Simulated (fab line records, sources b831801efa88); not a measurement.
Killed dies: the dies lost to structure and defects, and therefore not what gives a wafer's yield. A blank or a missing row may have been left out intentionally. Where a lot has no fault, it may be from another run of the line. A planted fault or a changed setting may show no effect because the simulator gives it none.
8D (eight disciplines) problem report, filled in by code :: flow sky130 :: the parts of the form that need people (team, actions taken, sign-off) are left out

== 1. WHAT IS WRONG ==
Wafers free of any fault read 75.0 nm (standard deviation 0.86) for CONTACT_CVD_00_THK at SKY_CONTACT_THK_MEAS_01, against a mean of 24.9 nm on 3 wafers of 2 lots. That is -58 standard deviations from the usual mean.
First observed at day 35 02:31: wafer L589.2, on film_metro-02. The record has a number at this step for 33 wafers belonging to 11 lots. Rule for "out", or "out of limits": more than 4 standard deviations from the usual mean. Any other wafer with a number is counted as sound.

== 2. WHAT IT IS, AND WHAT IT ISN'T ==
question: which readings at this step
is: CONTACT_CVD_00_THK
is not: -

question: which lots
is: L589, L591
is not: L574, L575, L577, L578, L579, L584, L592, L594, L596

question: which wafers of those lots
is: L589.2, L589.6, L591.4
is not: L589.5, L591.3, L591.6

question: read on which gauges
is: film_metro-02, film_metro-04
is not: film_metro-01

question: when
is: from day 35 02:31
is not: up to then (19 sound wafers); but 11 sound wafers of L591, L592, L594, L596 came after

== 3. THE SUSPECTS, EACH WITH WHAT RULES IT OUT ==
Counting: any tool at a process step up to the reading remains a suspect provided it ran every lot that is out. Sound lots after the first of them don't rule it out here, since some wafers of a struck lot are sound.
- the gauge at SKY_CONTACT_THK_MEAS_01 has been ruled out. The wafers that are out were read on 2 gauges (film_metro-02, film_metro-04).
- plasma_asher-02 at SKY_LOCAL_INTERCONNECT_STRIP_15 (strips in O2/N2): kept. It ran every lot that is out, first L589 (day 35 01:49); its last sound lot up to then is L584 (day 33 16:58).
- pecvd-04 at SKY_CONTACT_CVD_00 (deposits Si3N4, target thk 75 nm): kept. It ran every lot that is out, first L589 (day 35 02:28); its last sound lot up to then is L579 (day 31 22:41).
- At SKY_CONTACT_CVD_00 on pecvd-04, chamber 2 took the sound wafers of the same lots and chamber 0 took the wafers that are out.
Remaining after the count are plasma_asher-02 at SKY_LOCAL_INTERCONNECT_STRIP_15 and pecvd-04 at SKY_CONTACT_CVD_00.

== 4. THE CAUSE (what the simulator had put in) ==
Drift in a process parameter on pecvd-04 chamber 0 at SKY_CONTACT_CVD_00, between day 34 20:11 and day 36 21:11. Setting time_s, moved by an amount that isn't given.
After counting, 2 suspects remain, this tool included.

== 5. SEQUENCE OF EFFECTS, ordered by route ==
One row per reading whose mean, taken over the struck wafers that have a number, lies over 3 standard deviations from the usual. Scope: only readings with a usual standard deviation given in the record; hours: median across lots of the time from each lot's start at the first step in this table that gives one to its start at this step; sigmas: change in usual standard deviations.
hours: 0
step: SKY_CONTACT_THK_MEAS_01
reading: CONTACT_CVD_00_THK
usual: 75.0 nm
on struck wafers: 24.9
change: -50.1
sigmas: -58

hours: -
step: SKY_CONTACT_ETCH_18
reading: oes_product_au
usual: 0.855 a.u.
on struck wafers: 0.536
change: -0.319
sigmas: -48

hours: -
step: SKY_CONTACT_ETCH_18
reading: throttle_valve_pct
usual: 8.793 %
on struck wafers: 8.710
change: -0.083
sigmas: -9.0
Process steps it contains:
- SKY_CONTACT_ETCH_18: etches Si3N4 in CHF3/O2, stops on TiN, time 39 s, target depth 75 nm.
Later measuring or inspecting steps at which every struck wafer that the step has a row for has a number for every such reading, and none has moved that far: SKY_CONTACT_CD_MEAS_14.

== 6. WHAT WOULD HAVE CAUGHT IT SOONER ==
Counted from the fault's start at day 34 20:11, it took 6 hours until the first out-of-limits reading at a measuring or inspecting step in this record, taken at day 35 02:31.
Tool readings at SKY_CONTACT_CVD_00 with a usual standard deviation given in the record: none out on any struck wafer, hence no alarm at a limit of 4 standard deviations on them.
Among the 2 lots that are out, L591 began SKY_CONTACT_CVD_00 on pecvd-04 after day 35 02:31. Had the tool been put on hold then, it would have been spared.
